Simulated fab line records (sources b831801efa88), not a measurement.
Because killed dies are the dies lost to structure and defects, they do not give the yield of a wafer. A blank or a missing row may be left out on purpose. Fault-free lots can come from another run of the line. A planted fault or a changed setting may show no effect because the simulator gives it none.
Which of the tools did it? || flow sky130 || 11 lots with 33 wafers sampled at 4 steps, on a route of 708 steps

## WHAT THE GAUGES SHOWED, per wafer
SKY_VIA2_BOW_MEAS_03.
{"lot": "L112", "measured": "day 36 00:47", "on": "filmMetro-01", "VIA2_BOW (um)": "78 79 84"}
{"lot": "L117", "measured": "day 37 18:49", "on": "filmMetro-04", "VIA2_BOW (um)": "101 98 84"}
{"lot": "L118", "measured": "day 37 21:08", "on": "filmMetro-01", "VIA2_BOW (um)": "87 89 98"}
{"lot": "L125", "measured": "day 40 04:43", "on": "filmMetro-04", "VIA2_BOW (um)": "88 90 81"}
{"lot": "L126", "measured": "day 40 15:30", "on": "filmMetro-01", "VIA2_BOW (um)": "87 75 86"}
{"lot": "L128", "measured": "day 40 20:18", "on": "filmMetro-01", "VIA2_BOW (um)": "76 78 67"}
{"lot": "L127", "measured": "day 40 20:30", "on": "filmMetro-04", "VIA2_BOW (um)": "96 102 83"}
{"lot": "L129", "measured": "day 41 01:22", "on": "filmMetro-01", "VIA2_BOW (um)": "74 82 90"}
{"lot": "L130", "measured": "day 41 14:48", "on": "filmMetro-03", "VIA2_BOW (um)": "79 91 81"}
{"lot": "L131", "measured": "day 41 22:32", "on": "filmMetro-03", "VIA2_BOW (um)": "88 86 90"}
{"lot": "L132", "measured": "day 42 01:01", "on": "filmMetro-01", "VIA2_BOW (um)": "78 90 86"}

## WHAT TOOL EACH LOT RAN ON (gives the tool, then ch and the chambers of the sampled wafers, and finally the start)
{"lot": "L112", "SKY_METAL1_METAL_ETCH_19": "rieMetal-01 ch 0,1, day 33 15:59", "SKY_METAL2_SPUTTER_00": "pvdSputter-01, day 34 19:59", "SKY_METAL2_ETCH_18": "rieMetal-04 ch 0,1, day 35 23:06"}
{"lot": "L117", "SKY_METAL1_METAL_ETCH_19": "rieMetal-03 ch 1, day 35 11:52", "SKY_METAL2_SPUTTER_00": "pvdSputter-01, day 36 16:28", "SKY_METAL2_ETCH_18": "rieMetal-04 ch 0,1, day 37 17:31"}
{"lot": "L118", "SKY_METAL1_METAL_ETCH_19": "rieMetal-03 ch 1, day 35 13:05", "SKY_METAL2_SPUTTER_00": "pvdSputter-03, day 36 18:08", "SKY_METAL2_ETCH_18": "rieMetal-04 ch 0,1, day 37 19:50"}
{"lot": "L125", "SKY_METAL1_METAL_ETCH_19": "rieMetal-03 ch 1, day 37 22:31", "SKY_METAL2_SPUTTER_00": "pvdSputter-01, day 39 02:15", "SKY_METAL2_ETCH_18": "rieMetal-01 ch 0,1, day 40 03:27"}
{"lot": "L126", "SKY_METAL1_METAL_ETCH_19": "rieMetal-01 ch 0, day 38 09:37", "SKY_METAL2_SPUTTER_00": "pvdSputter-02, day 39 13:20", "SKY_METAL2_ETCH_18": "rieMetal-01 ch 0,1, day 40 14:15"}
{"lot": "L128", "SKY_METAL1_METAL_ETCH_19": "rieMetal-04 ch 0,1, day 38 13:41", "SKY_METAL2_SPUTTER_00": "pvdSputter-03, day 39 17:51", "SKY_METAL2_ETCH_18": "rieMetal-02 ch 0,1, day 40 19:04"}
{"lot": "L127", "SKY_METAL1_METAL_ETCH_19": "rieMetal-01 ch 0,1, day 38 14:58", "SKY_METAL2_SPUTTER_00": "pvdSputter-03, day 39 19:03", "SKY_METAL2_ETCH_18": "rieMetal-01 ch 0,1, day 40 19:12"}
{"lot": "L129", "SKY_METAL1_METAL_ETCH_19": "rieMetal-03 ch 0,1, day 38 20:41", "SKY_METAL2_SPUTTER_00": "pvdSputter-01, day 39 23:53", "SKY_METAL2_ETCH_18": "rieMetal-04 ch 0,1, day 41 00:04"}
{"lot": "L130", "SKY_METAL1_METAL_ETCH_19": "rieMetal-04 ch 0,1, day 39 09:46", "SKY_METAL2_SPUTTER_00": "pvdSputter-02, day 40 13:26", "SKY_METAL2_ETCH_18": "rieMetal-04 ch 0,1, day 41 13:33"}
{"lot": "L131", "SKY_METAL1_METAL_ETCH_19": "rieMetal-04 ch 0,1, day 39 18:58", "SKY_METAL2_SPUTTER_00": "pvdSputter-03, day 40 21:59", "SKY_METAL2_ETCH_18": "rieMetal-01 ch 0,1, day 41 21:10"}
{"lot": "L132", "SKY_METAL1_METAL_ETCH_19": "rieMetal-03 ch 0,1, day 39 20:28", "SKY_METAL2_SPUTTER_00": "pvdSputter-01, day 40 23:46", "SKY_METAL2_ETCH_18": "rieMetal-02 ch 0,1, day 41 23:28"}
- SKY_METAL1_METAL_ETCH_19: etches the open film in Cl2/BCl3, stops on SiO2, target depth 360 nm, time 78 s.
- SKY_METAL2_SPUTTER_00: material Ti, target thk 15 nm, time 10 s.
- SKY_METAL2_ETCH_18: etches BARC in N2/H2, stops on SiO2, time 45.9 s, target depth 60 nm.

## THE ANSWER, worked out from the rows above alone
Rule: what is usual is taken from the lots themselves. Put in order of their means at a reading, lots are off if they are a third of the lots or fewer, leave a main group of 4 or more, and stand apart from it by a gap of 3 or more times the standard deviation of the main group's means; of several such gaps the widest counts. A main group whose means are all the same, to the digits that the tables above print for the reading, isn't used. A lot without any number at a reading at which 4 lots or more have one is off too. Where the step has rows for the other lots, those lots are counted as sound.
No lot is off on any of the readings shown, so nothing can be concluded from this.

## WHAT HAD BEEN PUT IN BY THE SIMULATOR
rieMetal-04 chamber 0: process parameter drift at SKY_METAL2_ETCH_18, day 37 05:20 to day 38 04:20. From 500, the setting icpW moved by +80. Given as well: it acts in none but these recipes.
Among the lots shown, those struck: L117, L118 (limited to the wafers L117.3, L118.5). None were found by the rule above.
